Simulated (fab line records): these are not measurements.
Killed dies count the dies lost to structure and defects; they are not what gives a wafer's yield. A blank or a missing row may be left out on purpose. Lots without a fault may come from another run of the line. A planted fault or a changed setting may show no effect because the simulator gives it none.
Struck lot and sound lot, side by side + flow sky130 + 42 steps out of a route of 708
Sound: the wafers L968.1, L968.3, L968.6. Wafers struck: L979.1, L979.2, L979.5. The cause comes at the end.
For every step that has rows: the tool of each side, followed by ch and its chambers, followed by its first start. Under that, the readings that differ: sound wafers + struck wafers + difference of the means + sigmas: that difference in standard deviations of wafers without a fault.
alike: words and numbers the same on both sides, and readings whose means are apart by under 2 such deviations; not compared: readings that were withheld, readings missing a value for some wafer, numbers with overlapping values and no deviation given by the record, and bounds like >300 which may hide the same value.
The two part at a step that has a row with sigmas, a row that says differs or no value, or rows on one side only. Non-overlapping numbers with no deviation appear without sigmas and do not part them. A reading missing from all wafers of one side parts the sides only when that side holds two or more wafers.

first, 4 steps without rows for these wafers: SKY_PWDE_SOFTBAKE_03; SKY_PWDE_EXPOSE_04 (exposes mask PWDEM, target cd 840 nm); SKY_PWDE_PEB_05; SKY_PWDE_DEVELOP_06 (develop time 60 s).
SKY_PWDE_OVL_MEAS_07:
  sound on overlay-02, day 5 01:07; struck on overlay-01, day 7 17:07
  alike: PWDE_OVL
after that, 1 step had no rows for these wafers: SKY_PWDE_IMPLANT_08.
SKY_PWDE_STRIP_09: strips in O2/N2.
  sound on plasma asher-03 ch 0,1, day 5 01:18; struck on plasma asher-01 ch 0,1, day 7 17:18
  alike: drypump motor current A, o2 flow sccm, oes product au, strip time to endpoint s
  not compared: rf hours counter h
SKY_PWDE_TW_MEAS_10:
  sound on film metro-01, day 5 01:24; struck on film metro-02, day 7 17:24
  alike: PWDE_TW
then, 4 steps without rows for these wafers: SKY_NWELL_DEHYDRATE_03 (time 60 s); SKY_NWELL_HMDS_04 (prime time 60 s); SKY_NWELL_COAT_05 (resist thk 3000 nm); SKY_NWELL_SOFTBAKE_06.
SKY_NWELL_EXPOSE_07: exposes mask NWM, target cd 840 nm.
  sound on iline stepper-01 ch 0, day 5 09:47; struck on iline stepper-02 ch 0, day 8 03:22
  alike: mask, reticle temp C
then, 2 steps without rows for these wafers: SKY_NWELL_PEB_08; SKY_NWELL_DEVELOP_09 (develop time 60 s).
SKY_NWELL_OVL_MEAS_10:
  sound on overlay-02, day 5 18:52; struck on overlay-01, day 8 13:25
  alike: NWELL_00_OVL
then, 3 steps without rows for these wafers: SKY_NWELL_IMPLANT_11; SKY_NWELL_IMPLANT_12; SKY_NWELL_IMPLANT_13.
SKY_NWELL_STRIP_14: strips in O2/N2.
  sound on plasma asher-02 ch 0,1, day 5 19:21; struck on plasma asher-02 ch 0,1, day 8 13:54
  alike: drypump motor current A, o2 flow sccm, oes product au, strip time to endpoint s
  not compared: rf hours counter h
SKY_NWELL_TW_MEAS_15:
  sound on film metro-01, day 5 19:27; struck on film metro-04, day 8 14:00
  alike: NWELL_TW
then, 7 steps without rows for these wafers: SKY_NWELL_DEHYDRATE_16 (time 60 s); SKY_NWELL_HMDS_17 (prime time 60 s); SKY_NWELL_COAT_18 (resist thk 3000 nm); SKY_NWELL_SOFTBAKE_19; SKY_NWELL_EXPOSE_20 (exposes mask NWM COMPLEMENT, target cd 840 nm); SKY_NWELL_PEB_21; SKY_NWELL_DEVELOP_22 (develop time 60 s).
SKY_NWELL_OVL_MEAS_23:
  sound on overlay-01, day 6 13:55; struck on overlay-02, day 9 10:52
  alike: NWELL_01_OVL
after that, 1 step had no rows for these wafers: SKY_NWELL_IMPLANT_24.
SKY_NWELL_STRIP_25: strips in O2/N2.
  sound on plasma asher-03 ch 0,1, day 6 14:06; struck on plasma asher-02 ch 0,1, day 9 11:03
  alike: drypump motor current A, o2 flow sccm, oes product au, strip time to endpoint s
  not compared: rf hours counter h
SKY_NWELL_TW_MEAS_26:
  sound on film metro-02, day 6 14:12; struck on film metro-02, day 9 11:09
  alike: NWELL_2_TW
then, 1 step without rows for these wafers: SKY_NWELL_CLEAN_27 (cleans in SC1/SC2, time 150 s).
SKY_NWELL_RTA_28: time 30 s.
  sound on rtp anneal-01 ch 0, day 6 14:19; struck on rtp anneal-02 ch 0, day 9 11:20
  alike: chamber o2 ppm, lamp power pct, ramp down c per s, wafer_temp_C_max
SKY_NWELL_RS_MEAS_29: measures by four-point-probe.
  sound on film metro-04, day 6 14:25; struck on film metro-01, day 9 11:26
  alike: NWELL_RS
SKY_NWELL_RS_MEAS_31: measures by four-point-probe.
  sound on film metro-04, day 6 14:39; struck on film metro-01, day 9 11:40
  alike: PWDE_RS
then, 5 steps without rows for these wafers: SKY_VT_ADJUST_HVTP_DEHYDRATE_00 (time 60 s); SKY_VT_ADJUST_HVTP_HMDS_01 (prime time 60 s); SKY_VT_ADJUST_HVTP_COAT_02 (resist thk 1140 nm); SKY_VT_ADJUST_HVTP_SOFTBAKE_03 (time 60 s); SKY_VT_ADJUST_HVTP_EXPOSE_04 (exposes mask HVTPM, target cd 380 nm).
-- the record jumps here: 41 days lie between the struck wafers' starts before and after (it left off in module VT_ADJUST_HVTP and takes up again in module PAD_OPEN, whose first step shown is number 708 of the route) --
SKY_PAD_OPEN_PROBE_99:
  sound on prober-01, day 46 16:55; struck on prober-02, day 50 02:42
| reading                             | sound             | struck            | difference | sigmas |
|-------------------------------------|-------------------|-------------------|------------|--------|
| model.etest.res nwell.width nm (nm) | 834.3 836.5 841.4 | 850.2 869.7 853.3 | +20.3      |        |
  alike: killed_at_M0_to_M3, killed_at_M4_up, killed at contacts, killed at front end, killed at other, killed dies, killed open, killed short
  not compared: model.etest.res iso pwell.width nm

== WHERE THEY PART ==
Nowhere in this record.

WHY: the cause the simulator had injected
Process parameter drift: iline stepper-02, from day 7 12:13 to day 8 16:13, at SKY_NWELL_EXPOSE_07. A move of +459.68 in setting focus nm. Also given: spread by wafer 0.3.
